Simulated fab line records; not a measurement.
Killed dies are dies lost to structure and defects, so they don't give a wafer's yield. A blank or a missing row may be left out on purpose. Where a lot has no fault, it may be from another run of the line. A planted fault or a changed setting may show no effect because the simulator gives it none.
fab line records + flow sky130
record
- lots=7
- wafers=21
- lastDay=50
route steps=708 shown SONOS_ONO@173 PAD_OPEN@708
lots with no fault: from the same line, run without faults
startH: hours from the record's first day to the start of the lot's first wafer shown + waitH: hours since the lot's step before + " repeats the value in the row above + L1.1+2: a row that stands for several wafers + - no value, or no start was given + * or withheld: withheld + < > ~ a bound
route shown NAME@n: names a module that has steps shown in the file, with the first one's number in the route + usual: the fault-free wafers' mean and standard deviation + same: alike in all rows + chamber/n: place in a boat + sites: per-site readings + _std_site: standard deviation of those values + _edge_site: outer sites' mean less inner sites' + radiusMm: how far each site lies from the wafer's centre + mask NAME#n: copy n + behind: the tool/chamber that last shaped the wafer + hold: what put the lot on hold/how long, in hours/how the hold closed + device: transistor that didn't switch, given as n, p or np + end of line: the tests these same wafers got at the end of their route + where a step has no rows: the recipe by itself + killed: not the wafer's yield, but the dies lost to structure and defects at the first sort + map: the dies of a wafer, with x for killed, . for not killed, _ for no die there
set.NAME: the setting that was run; set.NAME@STEP: the one run at that earlier step + model.NAME: the simulator's own value behind a step, which no gauge read
a table for each step, a row for each wafer; lots at some steps of the route
services: when a tool's chamber went out of use (startH, in hours from the record's first day, below 0 if earlier), for how many hours, and the reason
## steps
# step SKY_SONOS_ONO_THK_MEAS_05
# recipe
- reads=SiO2_of_SONOS_ONO_CVD_04
# usual
- SONOS_ONO_CVD_04_THK=5.63/0.093
| lot.wafer | tool         | chamber | startH | waitH | SONOS_ONO_CVD_04_THK[nm] |
|-----------|--------------|---------|--------|-------|--------------------------|
| L943.1    | filmMetro-03 | -       | 308.07 | 0.0   | 5.57                     |
| L943.5    | "            | -       | "      | "     | 5.59                     |
| L943.6    | "            | -       | "      | "     | 5.61                     |
| L944.1    | filmMetro-03 | -       | 309.32 | 0.0   | 5.58                     |
| L944.4    | "            | -       | "      | "     | 5.69                     |
| L944.6    | "            | -       | "      | "     | 5.77                     |
| L947.1    | filmMetro-04 | -       | 314.78 | 0.0   | 5.46                     |
| L947.5    | "            | -       | "      | "     | 5.60                     |
| L947.6    | "            | -       | "      | "     | 5.66                     |
| L945.1    | filmMetro-02 | -       | 318.98 | 0.0   | 5.73                     |
| L945.2    | "            | -       | "      | "     | 5.76                     |
| L945.4    | "            | -       | "      | "     | 5.76                     |
| L949.3    | filmMetro-04 | -       | 337.97 | 0.0   | 5.51                     |
| L949.4    | "            | -       | "      | "     | 5.47                     |
| L949.6    | "            | -       | "      | "     | 5.59                     |
| L960.1    | filmMetro-02 | -       | 434.15 | 0.0   | 5.54                     |
| L960.3    | "            | -       | "      | "     | 5.60                     |
| L960.6    | "            | -       | "      | "     | 5.53                     |
| L961.2    | filmMetro-04 | -       | 438.35 | 0.0   | 5.72                     |
| L961.3    | "            | -       | "      | "     | 5.70                     |
| L961.4    | "            | -       | "      | "     | 5.66                     |
# step SKY_SONOS_ONO_DEHYDRATE_06
# recipe
- tempC=200
- timeS=60
# step SKY_SONOS_ONO_HMDS_07
# recipe
- primeTimeS=60
- primeTempC=120
# step SKY_SONOS_ONO_COAT_08
# recipe
- resist=NOVOLAK
- spinRpm=3000
- resistThkNm=1140
# step SKY_SONOS_ONO_SOFTBAKE_09
# recipe
- tempC=90
- timeS=60
- resist=NOVOLAK
# step SKY_SONOS_ONO_EXPOSE_10
# recipe
- maskId=ONOM
- targetCdNm=410
- na=0.6
- sourceShape=conventional
- sigmaOuter=0.6
- doseMj=150
# step SKY_SONOS_ONO_PEB_11
# recipe
- tempC=withheld
- timeS=*
- resist=NOVOLAK
# step SKY_SONOS_ONO_DEVELOP_12
# recipe
- developTimeS=60
- devTempC=24.13
# step SKY_SONOS_ONO_CD_MEAS_13
# recipe
- targetCdNm=410
# usual
- cdNm=409.0/2.5
| lot.wafer | tool     | chamber | startH | waitH | cdNm  |
|-----------|----------|---------|--------|-------|-------|
| L943.1    | cdSem-02 | -       | 334.13 | 0.1   | 411.6 |
| L943.5    | "        | -       | "      | "     | 411.4 |
| L943.6    | "        | -       | "      | "     | 409.8 |
| L944.1    | cdSem-02 | -       | 335.49 | 0.2   | 410.5 |
| L944.4    | "        | -       | "      | "     | 410.3 |
| L944.6    | "        | -       | "      | "     | 408.7 |
| L947.1    | cdSem-02 | -       | 340.68 | 0.1   | 406.0 |
| L947.5    | "        | -       | "      | "     | 405.8 |
| L947.6    | "        | -       | "      | "     | 406.8 |
| L945.1    | cdSem-01 | -       | 345.98 | 0.1   | 409.1 |
| L945.2    | "        | -       | "      | "     | 409.8 |
| L945.4    | "        | -       | "      | "     | 409.9 |
| L949.3    | cdSem-02 | -       | 364.97 | 0.1   | 407.8 |
| L949.4    | "        | -       | "      | "     | 408.6 |
| L949.6    | "        | -       | "      | "     | 407.1 |
| L960.1    | cdSem-02 | -       | 464.23 | 0.1   | 405.2 |
| L960.3    | "        | -       | "      | "     | 406.3 |
| L960.6    | "        | -       | "      | "     | 405.7 |
| L961.2    | cdSem-02 | -       | 469.30 | 0.1   | 410.9 |
| L961.3    | "        | -       | "      | "     | 411.3 |
| L961.4    | "        | -       | "      | "     | 408.7 |
# step SKY_SONOS_ONO_OVL_MEAS_14
# usual
- SONOS_ONO_OVL=-0.8/1.2
| lot.wafer | tool       | chamber | startH | waitH | SONOS_ONO_OVL[nm] |
|-----------|------------|---------|--------|-------|-------------------|
| L943.1    | overlay-01 | -       | 334.25 | 0.1   | -1.1              |
| L943.5    | "          | -       | "      | "     | 1.1               |
| L943.6    | "          | -       | "      | "     | 0.6               |
| L944.1    | overlay-01 | -       | 335.61 | 0.1   | -1.3              |
| L944.4    | "          | -       | "      | "     | 0.1               |
| L944.6    | "          | -       | "      | "     | 0.4               |
| L947.1    | overlay-02 | -       | 340.80 | 0.1   | -0.7              |
| L947.5    | "          | -       | "      | "     | -1.0              |
| L947.6    | "          | -       | "      | "     | -2.1              |
| L945.1    | overlay-02 | -       | 346.10 | 0.1   | -1.7              |
| L945.2    | "          | -       | "      | "     | 0.8               |
| L945.4    | "          | -       | "      | "     | 1.1               |
| L949.3    | overlay-01 | -       | 365.06 | 0.1   | -2.5              |
| L949.4    | "          | -       | "      | "     | -1.1              |
| L949.6    | "          | -       | "      | "     | -2.2              |
| L960.1    | overlay-02 | -       | 464.35 | 0.1   | 1.0               |
| L960.3    | "          | -       | "      | "     | 0.4               |
| L960.6    | "          | -       | "      | "     | 0.4               |
| L961.2    | overlay-01 | -       | 469.40 | 0.1   | -4.0              |
| L961.3    | "          | -       | "      | "     | -2.4              |
| L961.4    | "          | -       | "      | "     | -2.3              |
# step SKY_SONOS_ONO_ETCH_15
# recipe
- targetDepthNm=19.52
- chemistry=CHF3/O2
- sourceW=600
- biasW=200
- pressureMtorr=40
- chf3FlowSccm=50
- O2_flow_sccm=5
- timeS=7.8
# usual
- drypumpMotorCurrentA=6.0/0.38
- oesProductAu=0.998/0.0087
- throttleValvePct=8.823/0.009
| lot.wafer | tool       | chamber | startH | waitH | drypumpMotorCurrentA | oesProductAu | rfHoursCounterH | throttleValvePct |
|-----------|------------|---------|--------|-------|----------------------|--------------|-----------------|------------------|
| L943.1    | rieDiel-04 | 1       | 334.28 | 0.0   | 6.2                  | 0.992        | 42              | 8.823            |
| L943.5    | "          | 1       | "      | "     | 6.2                  | 1.000        | -               | 8.825            |
| L943.6    | "          | 0       | "      | "     | 6.1                  | 0.985        | -               | 8.822            |
| L944.1    | rieDiel-01 | 1       | 335.64 | 0.0   | 5.9                  | 1.009        | 1               | 8.829            |
| L944.4    | "          | 2       | "      | "     | 6.4                  | 1.012        | 78              | 8.813            |
| L944.6    | "          | 1       | "      | "     | 5.9                  | 1.008        | -               | 8.844            |
| L947.1    | rieDiel-03 | 0       | 340.83 | 0.0   | 6.1                  | 0.992        | 37              | 8.833            |
| L947.5    | "          | 2       | "      | "     | 6.2                  | 0.987        | -               | 8.809            |
| L947.6    | "          | 3       | "      | "     | 5.8                  | 0.985        | -               | 8.832            |
| L945.1    | rieDiel-04 | 3       | 346.13 | 0.0   | 5.4                  | 0.996        | 0               | 8.801            |
| L945.2    | "          | 0       | "      | "     | 6.1                  | 0.982        | 102             | 8.817            |
| L945.4    | "          | 1       | "      | "     | 6.2                  | 0.995        | 42              | 8.816            |
| L949.3    | rieDiel-01 | 2       | 365.09 | 0.0   | 6.4                  | 0.998        | 78              | 8.826            |
| L949.4    | "          | 1       | "      | "     | 5.9                  | 0.999        | 1               | 8.831            |
| L949.6    | "          | 2       | "      | "     | 6.4                  | 1.009        | -               | 8.828            |
| L960.1    | rieDiel-04 | 0       | 464.39 | 0.0   | 6.1                  | 0.987        | 0               | 8.809            |
| L960.3    | "          | 2       | "      | "     | 6.1                  | 0.992        | 5               | 8.824            |
| L960.6    | "          | 1       | "      | "     | 6.2                  | 0.999        | -               | 8.833            |
| L961.2    | rieDiel-04 | 1       | 469.43 | 0.0   | 6.2                  | 1.003        | 45              | 8.816            |
| L961.3    | "          | 3       | "      | "     | 5.5                  | 0.998        | 3               | 8.835            |
| L961.4    | "          | 2       | "      | "     | 6.2                  | 1.002        | 5               | 8.827            |
# step SKY_SONOS_ONO_WET_ETCH_16
# recipe
- chemistry=dHF
- targetDepthNm=14
- dry=n2Spin
- target=SiO2
- dilution=100:1
- tempC=25
- timeS=280
# step SKY_SONOS_ONO_STRIP_17
# recipe
- chemistry=O2/N2
- powerW=1400
- pressureMtorr=1500
- platenTempC=withheld
- o2FlowSccm=3000
- n2FlowSccm=300
- overashFraction=0.5
# usual
- chamberPressureMTorr=1500.1/1.3
- drypumpMotorCurrentA=5.6/0.33
- oesProductAu=0.710/0.0045
- stripTimeToEndpointS=14.11/0.046
| lot.wafer | tool           | chamber | startH | waitH | chamberPressureMTorr | drypumpMotorCurrentA | oesProductAu | rfHoursCounterH | stripTimeToEndpointS | model.NOVOLAK_of_SONOS_ONO_COAT_08.thkNm |
|-----------|----------------|---------|--------|-------|----------------------|----------------------|--------------|-----------------|----------------------|------------------------------------------|
| L943.1    | plasmaAsher-01 | 0       | 334.40 | 0.0   | 1501.7               | 5.7                  | 0.711        | 54              | 14.16                | 0                                        |
| L943.5    | "              | 0       | "      | "     | 1501.2               | 5.7                  | 0.706        | -               | 14.16                | 0                                        |
| L943.6    | "              | 1       | "      | "     | 1500.3               | 5.1                  | 0.709        | -               | 14.09                | 0                                        |
| L944.1    | plasmaAsher-03 | 1       | 335.77 | 0.0   | -                    | -                    | -            | -               | -                    | 1125                                     |
| L944.4    | "              | 0       | "      | "     | -                    | -                    | -            | -               | -                    | 1119                                     |
| L944.6    | "              | 0       | "      | "     | -                    | -                    | -            | -               | -                    | 1125                                     |
| L947.1    | plasmaAsher-03 | 0       | 340.94 | 0.0   | -                    | -                    | -            | -               | -                    | 1118                                     |
| L947.5    | "              | 1       | "      | "     | -                    | -                    | -            | -               | -                    | 1123                                     |
| L947.6    | "              | 0       | "      | "     | -                    | -                    | -            | -               | -                    | 1122                                     |
| L945.1    | plasmaAsher-04 | 1       | 346.24 | 0.0   | -                    | -                    | -            | -               | -                    | 1128                                     |
| L945.2    | "              | 0       | "      | "     | -                    | -                    | -            | -               | -                    | 1128                                     |
| L945.4    | "              | 1       | "      | "     | -                    | -                    | -            | -               | -                    | 1130                                     |
| L949.3    | plasmaAsher-01 | 0       | 365.23 | 0.0   | 1501.4               | 5.7                  | 0.708        | -               | 14.02                | 0                                        |
| L949.4    | "              | 1       | "      | "     | 1499.4               | 5.1                  | 0.708        | -               | 13.98                | 0                                        |
| L949.6    | "              | 1       | "      | "     | 1498.9               | 5.1                  | 0.711        | -               | 13.97                | 0                                        |
| L960.1    | plasmaAsher-01 | 0       | 464.50 | 0.0   | 1498.7               | 5.7                  | 0.707        | 70              | 14.05                | 0                                        |
| L960.3    | "              | 1       | "      | "     | 1499.2               | 5.1                  | 0.699        | -               | 14.10                | 0                                        |
| L960.6    | "              | 0       | "      | "     | 1500.0               | 5.7                  | 0.708        | -               | 14.07                | 0                                        |
| L961.2    | plasmaAsher-04 | 1       | 469.55 | 0.0   | 1499.1               | 6.2                  | 0.705        | 75              | 14.14                | 0                                        |
| L961.3    | "              | 1       | "      | "     | 1499.5               | 6.2                  | 0.700        | -               | 14.16                | 0                                        |
| L961.4    | "              | 0       | "      | "     | 1498.5               | 5.8                  | 0.710        | -               | 14.16                | 0                                        |
# step SKY_SONOS_ONO_WET_ETCH_18
# recipe
- chemistry=H3PO4
- targetDepthNm=15
- target=Si3N4
- tempC=160
- timeS=172
# step SKY_PAD_OPEN_PROBE_99
# usual
- killed_at_M0_to_M3=44/7.3
- killed_at_M4_up=3.4/1.7
- killedAtContacts=24/5.3
- killedAtFrontEnd=15/4.1
- killedAtOther=0.4/0.68
- killedDies=87/9.5
- killedOnRim=17/3.8
- killedOpen=48/7.1
- killedShort=39/5.8
# same
- grossDies=492
- killedAtBackSide=0
| lot.wafer | tool      | chamber | startH  | waitH | hold                  | killed_at_M0_to_M3 | killed_at_M4_up | killedAtContacts | killedAtFrontEnd | killedAtOther | killedDies | killedOnRim | killedOpen | killedShort |
|-----------|-----------|---------|---------|-------|-----------------------|--------------------|-----------------|------------------|------------------|---------------|------------|-------------|------------|-------------|
| L943.1    | prober-02 | -       | 1112.70 | 0.1   | -                     | 49                 | 2               | 23               | 20               | 0             | 94         | 17          | 56         | 37          |
| L943.5    | prober-02 | -       | 1112.90 | 0.2   | -                     | 44                 | 2               | 24               | 25               | 1             | 96         | 22          | 54         | 41          |
| L943.6    | prober-02 | -       | 1112.95 | 0.2   | -                     | 33                 | 5               | 19               | 12               | 0             | 69         | 17          | 37         | 31          |
| L944.1    | prober-01 | -       | 1114.20 | 0.1   | awaitDispo/3.0h/scrap | 52                 | 1               | 31               | 408              | 0             | 492        | 96          | 52         | 39          |
| L944.4    | prober-01 | -       | 1114.35 | 0.2   | awaitDispo/3.0h/scrap | 43                 | 5               | 26               | 417              | 1             | 492        | 96          | 50         | 41          |
| L944.6    | prober-01 | -       | 1114.45 | 0.2   | awaitDispo/3.0h/scrap | 43                 | 5               | 25               | 419              | 0             | 492        | 96          | 48         | 42          |
| L947.1    | prober-02 | -       | 1122.40 | 0.1   | awaitDispo/3.0h/scrap | 45                 | 3               | 20               | 424              | 0             | 492        | 96          | 48         | 40          |
| L947.5    | prober-02 | -       | 1122.60 | 0.2   | awaitDispo/3.0h/scrap | 50                 | 1               | 17               | 422              | 2             | 492        | 96          | 40         | 47          |
| L947.6    | prober-02 | -       | 1122.65 | 0.2   | awaitDispo/3.0h/scrap | 59                 | 2               | 17               | 414              | 0             | 492        | 96          | 53         | 39          |
| L945.1    | prober-01 | -       | 1123.84 | 0.1   | awaitDispo/2.9h/scrap | 49                 | 1               | 39               | 401              | 2             | 492        | 96          | 55         | 42          |
| L945.2    | prober-01 | -       | 1123.89 | 0.1   | awaitDispo/2.9h/scrap | 49                 | 2               | 27               | 411              | 3             | 492        | 96          | 54         | 37          |
| L945.4    | prober-01 | -       | 1123.99 | 0.2   | awaitDispo/2.9h/scrap | 45                 | 3               | 30               | 414              | 0             | 492        | 96          | 53         | 45          |
| L949.3    | prober-02 | -       | 1135.14 | 0.2   | -                     | 36                 | 4               | 21               | 17               | 1             | 79         | 16          | 38         | 41          |
| L949.4    | prober-02 | -       | 1135.19 | 0.2   | -                     | 32                 | 2               | 23               | 12               | 0             | 69         | 12          | 39         | 30          |
| L949.6    | prober-02 | -       | 1135.29 | 0.2   | -                     | 46                 | 4               | 27               | 16               | 0             | 93         | 16          | 46         | 47          |
| L960.1    | prober-01 | -       | 1193.20 | 0.1   | -                     | 37                 | 8               | 17               | 16               | 0             | 78         | 15          | 42         | 36          |
| L960.3    | prober-01 | -       | 1193.30 | 0.2   | -                     | 67                 | 3               | 24               | 16               | 0             | 110        | 22          | 69         | 41          |
| L960.6    | prober-01 | -       | 1193.45 | 0.2   | -                     | 46                 | 3               | 23               | 18               | 0             | 90         | 18          | 57         | 33          |
| L961.2    | prober-02 | -       | 1197.35 | 0.1   | -                     | 46                 | 4               | 32               | 19               | 0             | 101        | 23          | 56         | 45          |
| L961.3    | prober-02 | -       | 1197.40 | 0.2   | -                     | 33                 | 2               | 29               | 6                | 1             | 71         | 10          | 41         | 30          |
| L961.4    | prober-02 | -       | 1197.45 | 0.2   | -                     | 36                 | 5               | 26               | 15               | 0             | 82         | 14          | 47         | 35          |
# killed by level:class
L943.1 VIA1:geometricParticle:open=11 VIA2:geometricParticle:open=9 POLY_GATE:geometricParticle:open=8 CONTACT:geometricParticle:short=8 CONTACT:geometricParticle:open=8 METAL3:geometricParticle:short=8 FIELD_ISO:geometricParticle:open=6 VIA3:geometricParticle:open=6
L943.5 VIA1:geometricParticle:open=15 CONTACT:geometricParticle:open=9 POLY_GATE:geometricParticle:open=6 LI_CONTACT:geometricParticle:open=6 VIA3:geometricParticle:open=6 FIELD_ISO:geometricParticle:open=5 FIELD_ISO:geometricParticle:short=5 POLY_GATE:geometricParticle:short=5
L943.6 LI_CONTACT:geometricParticle:open=7 VIA2:geometricParticle:short=7 VIA3:geometricParticle:open=7 VIA2:geometricParticle:open=5 METAL4:geometricParticle:short=5 CONTACT:geometricParticle:open=4 FIELD_ISO:geometricParticle:open=3 CONTACT:geometricParticle:short=3
L944.1 GATE_OXIDE:areaOxidation=401 CONTACT:geometricParticle:open=14 VIA1:geometricParticle:open=10 VIA3:geometricParticle:open=9 VIA2:geometricParticle:open=7 VIA1:geometricParticle:short=6 LI_CONTACT:geometricParticle:short=6 LI_CONTACT:geometricParticle:open=5
L944.4 GATE_OXIDE:areaOxidation=401 VIA3:geometricParticle:open=9 VIA1:geometricParticle:open=9 LI_CONTACT:geometricParticle:open=8 VIA2:geometricParticle:open=8 CONTACT:geometricParticle:open=5 VIA3:geometricParticle:short=5 FIELD_ISO:geometricParticle:short=4
L944.6 GATE_OXIDE:areaOxidation=402 CONTACT:geometricParticle:open=11 VIA1:geometricParticle:open=8 VIA1:geometricParticle:short=7 LOCAL_INTERCONNECT:geometricParticle:short=6 VIA2:geometricParticle:open=6 FIELD_ISO:geometricParticle:open=5 METAL1:geometricParticle:short=5
L947.1 GATE_OXIDE:areaOxidation=404 CONTACT:geometricParticle:open=8 VIA3:geometricParticle:open=8 FIELD_ISO:geometricParticle:short=6 METAL1:geometricParticle:short=6 VIA1:geometricParticle:open=6 FIELD_ISO:geometricParticle:open=5 POLY_GATE:geometricParticle:open=5
L947.5 GATE_OXIDE:areaOxidation=405 METAL2:geometricParticle:short=13 LOCAL_INTERCONNECT:geometricParticle:short=6 VIA1:geometricParticle:open=6 VIA2:geometricParticle:open=6 METAL1:geometricParticle:short=5 VIA3:geometricParticle:open=5 POLY_GATE:geometricParticle:open=4
L947.6 GATE_OXIDE:areaOxidation=400 VIA3:geometricParticle:open=13 VIA1:geometricParticle:open=12 VIA2:geometricParticle:open=7 METAL2:geometricParticle:short=7 CONTACT:geometricParticle:open=6 METAL3:geometricParticle:short=5 POLY_GATE:geometricParticle:open=4
L945.1 GATE_OXIDE:areaOxidation=393 CONTACT:geometricParticle:open=14 VIA1:geometricParticle:open=13 LI_CONTACT:geometricParticle:open=8 CONTACT:geometricParticle:short=7 VIA2:geometricParticle:open=7 LOCAL_INTERCONNECT:geometricParticle:short=5 VIA1:geometricParticle:short=5
L945.2 GATE_OXIDE:areaOxidation=396 CONTACT:geometricParticle:open=11 VIA1:geometricParticle:open=11 VIA3:geometricParticle:open=9 METAL1:geometricParticle:short=7 POLY_GATE:geometricParticle:open=5 LI_CONTACT:geometricParticle:open=5 CONTACT:geometricParticle:short=5
L945.4 GATE_OXIDE:areaOxidation=394 VIA1:geometricParticle:open=11 LOCAL_INTERCONNECT:geometricParticle:short=9 VIA3:geometricParticle:open=9 FIELD_ISO:geometricParticle:open=7 CONTACT:geometricParticle:open=7 LI_CONTACT:geometricParticle:open=6 POLY_GATE:geometricParticle:short=5
L949.3 VIA3:geometricParticle:open=7 LI_CONTACT:geometricParticle:open=6 METAL2:geometricParticle:short=6 FIELD_ISO:geometricParticle:short=5 LI_CONTACT:geometricParticle:short=4 CONTACT:geometricParticle:short=4 CONTACT:geometricParticle:open=4 VIA1:geometricParticle:open=4
L949.4 VIA1:geometricParticle:open=12 CONTACT:geometricParticle:open=8 FIELD_ISO:geometricParticle:open=5 LI_CONTACT:geometricParticle:short=4 LI_CONTACT:geometricParticle:open=4 CONTACT:geometricParticle:short=4 METAL1:geometricParticle:short=4 POLY_GATE:geometricParticle:short=3
L949.6 VIA1:geometricParticle:open=14 LOCAL_INTERCONNECT:geometricParticle:short=9 CONTACT:geometricParticle:short=6 VIA2:geometricParticle:open=6 LI_CONTACT:geometricParticle:open=6 METAL2:geometricParticle:short=6 CONTACT:geometricParticle:open=5 METAL1:geometricParticle:short=5
L960.1 VIA1:geometricParticle:open=8 VIA2:geometricParticle:open=8 METAL4:geometricParticle:short=7 CONTACT:geometricParticle:open=6 FIELD_ISO:geometricParticle:short=5 FIELD_ISO:geometricParticle:open=5 VIA3:geometricParticle:open=5 LOCAL_INTERCONNECT:geometricParticle:short=4
L960.3 VIA1:geometricParticle:open=16 VIA2:geometricParticle:open=16 CONTACT:geometricParticle:open=10 METAL1:geometricParticle:short=7 VIA3:geometricParticle:open=7 CONTACT:geometricParticle:short=6 VIA1:geometricParticle:short=6 FIELD_ISO:geometricParticle:short=5
L960.6 VIA1:geometricParticle:open=14 CONTACT:geometricParticle:open=9 LI_CONTACT:geometricParticle:open=8 VIA3:geometricParticle:open=8 VIA2:geometricParticle:open=6 FIELD_ISO:geometricParticle:short=5 FIELD_ISO:geometricParticle:open=5 METAL2:geometricParticle:short=4
L961.2 VIA1:geometricParticle:open=11 CONTACT:geometricParticle:open=8 VIA2:geometricParticle:open=8 LOCAL_INTERCONNECT:geometricParticle:short=7 CONTACT:geometricParticle:short=7 VIA3:geometricParticle:open=7 LI_CONTACT:geometricParticle:open=6 FIELD_ISO:geometricParticle:open=5
L961.3 VIA1:geometricParticle:open=15 CONTACT:geometricParticle:open=8 LI_CONTACT:geometricParticle:open=7 LI_CONTACT:geometricParticle:short=5 LOCAL_INTERCONNECT:geometricParticle:short=5 VIA1:geometricParticle:short=5 METAL2:geometricParticle:short=3 VIA3:geometricParticle:open=3
L961.4 CONTACT:geometricParticle:open=11 VIA1:geometricParticle:open=10 CONTACT:geometricParticle:short=7 METAL1:geometricParticle:short=7 VIA3:geometricParticle:open=5 POLY_GATE:geometricParticle:open=4 VIA1:geometricParticle:short=4 METAL2:geometricParticle:short=4
# map L944.1 (x killed, . not)
__________xxxxxxxxxx_________
________xxxxxxxxxxxxxx_______
______xxxxxxxxxxxxxxxxxx_____
_____xxxxxxxxxxxxxxxxxxxx____
____xxxxxxxxxxxxxxxxxxxxxx___
___xxxxxxxxxxxxxxxxxxxxxxxx__
__xxxxxxxxxxxxxxxxxxxxxxxxxx_
_xxxxxxxxxxxxxxxxxxxxxxxxxxxx
_xxxxxxxxxxxxxxxxxxxxxxxxxxxx
_xxxxxxxxxxxxxxxxxxxxxxxxxxxx
_xxxxxxxxxxxxxxxxxxxxxxxxxxxx
_xxxxxxxxxxxxxxxxxxxxxxxxxxxx
_xxxxxxxxxxxxxxxxxxxxxxxxxxxx
_xxxxxxxxxxxxxxxxxxxxxxxxxxxx
_xxxxxxxxxxxxxxxxxxxxxxxxxxxx
__xxxxxxxxxxxxxxxxxxxxxxxxxx_
___xxxxxxxxxxxxxxxxxxxxxxxx__
____xxxxxxxxxxxxxxxxxxxxxx___
_____xxxxxxxxxxxxxxxxxxxx____
______xxxxxxxxxxxxxxxxxx_____
________xxxxxxxxxxxxxx_______
__________xxxxxxxxxx_________
# map L945.1 (x killed, . not)
__________xxxxxxxxxx_________
________xxxxxxxxxxxxxx_______
______xxxxxxxxxxxxxxxxxx_____
_____xxxxxxxxxxxxxxxxxxxx____
____xxxxxxxxxxxxxxxxxxxxxx___
___xxxxxxxxxxxxxxxxxxxxxxxx__
__xxxxxxxxxxxxxxxxxxxxxxxxxx_
_xxxxxxxxxxxxxxxxxxxxxxxxxxxx
_xxxxxxxxxxxxxxxxxxxxxxxxxxxx
_xxxxxxxxxxxxxxxxxxxxxxxxxxxx
_xxxxxxxxxxxxxxxxxxxxxxxxxxxx
_xxxxxxxxxxxxxxxxxxxxxxxxxxxx
_xxxxxxxxxxxxxxxxxxxxxxxxxxxx
_xxxxxxxxxxxxxxxxxxxxxxxxxxxx
_xxxxxxxxxxxxxxxxxxxxxxxxxxxx
__xxxxxxxxxxxxxxxxxxxxxxxxxx_
___xxxxxxxxxxxxxxxxxxxxxxxx__
____xxxxxxxxxxxxxxxxxxxxxx___
_____xxxxxxxxxxxxxxxxxxxx____
______xxxxxxxxxxxxxxxxxx_____
________xxxxxxxxxxxxxx_______
__________xxxxxxxxxx_________
## services
| tool           | chamber | startH | hours | kind          |
|----------------|---------|--------|-------|---------------|
| rieDiel-04     | -       | 313.70 | 4.0   | pm            |
| rieDiel-04     | 3       | 321.39 | -     | clean         |
| rieDiel-04     | 3       | 321.39 | 16.5  | scheduledDown |
| rieDiel-04     | 3       | 321.39 | 16.5  | ventCycle     |
| rieDiel-01     | -       | 327.79 | 1.6   | repair        |
| plasmaAsher-04 | -       | 344.96 | 1.2   | repair        |
| rieDiel-01     | 0       | 352.91 | 5.2   | repair        |
| rieDiel-04     | 2       | 395.77 | 9.7   | repair        |
| plasmaAsher-01 | -       | 401.66 | 2.2   | repair        |
| plasmaAsher-03 | -       | 421.25 | 9.0   | pm            |
| plasmaAsher-03 | 0       | 421.25 | 9.0   | ventCycle     |
| plasmaAsher-03 | 1       | 421.25 | 9.0   | ventCycle     |
| rieDiel-01     | -       | 423.86 | 14.6  | pm            |
| rieDiel-04     | 0       | 428.74 | -     | clean         |
| rieDiel-04     | 0       | 428.74 | 23.0  | scheduledDown |
| rieDiel-04     | 0       | 428.74 | 23.0  | ventCycle     |
| plasmaAsher-03 | -       | 437.93 | 28.1  | pm            |
| plasmaAsher-04 | -       | 443.83 | 16.5  | repair        |
| rieDiel-04     | -       | 444.31 | 2.8   | pm            |
| rieDiel-01     | 0       | 446.05 | 9.3   | repair        |
| plasmaAsher-04 | -       | 448.47 | 1.4   | repair        |
| plasmaAsher-04 | -       | 452.09 | 12.5  | repair        |
| rieDiel-01     | 0       | 460.48 | 7.4   | repair        |
| rieDiel-01     | 2       | 469.36 | 5.0   | repair        |
## key
firstSign
- step=SKY_SONOS_ONO_STRIP_17
- reading=toolRecord
- direction=missing
effect
- step=SKY_PAD_OPEN_PROBE_99
- reading=killedAtFrontEnd
- direction=up
- sigmas=98
- usual=15
- struck=414
modelEffect
- step=SKY_SONOS_ONO_STRIP_17
- value=NOVOLAK_of_SONOS_ONO_COAT_08.thkNm
- without=0
- struck=1124
moreKillsBornAt
- SKY_GATE_OXIDE_OXIDATION_01@furnace-02=3596
metAt SKY_SONOS_ONO_STRIP_17
struckWafers L944.1,L944.4,L944.6,L945.1,L945.2,L945.4,L947.1,L947.5,L947.6
laterRowsLeftOut L944.1,L944.4,L944.6,L945.1,L945.2,L945.4,L947.1,L947.5,L947.6
testerLeftOut L944,L945,L947
fault
- kind=skippedStepWhole
- tool=plasmaAsher-03,plasmaAsher-04
- chamber=-
- onsetH=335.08
- steps=SKY_SONOS_ONO_STRIP_17
- scope=struckLotsOnly
# testerLeftOut: of these lots the tester's yield and bins aren't shown, on N5 and GAA mostly nor the transistor test; their killed dies are dies lost to structure and defects alone, not to doping, threshold or leakage, so they don't give the yield
# laterRowsLeftOut: the simulator's readings of these wafers behind a module that went badly wrong aren't trusted and aren't shown, but for the sort
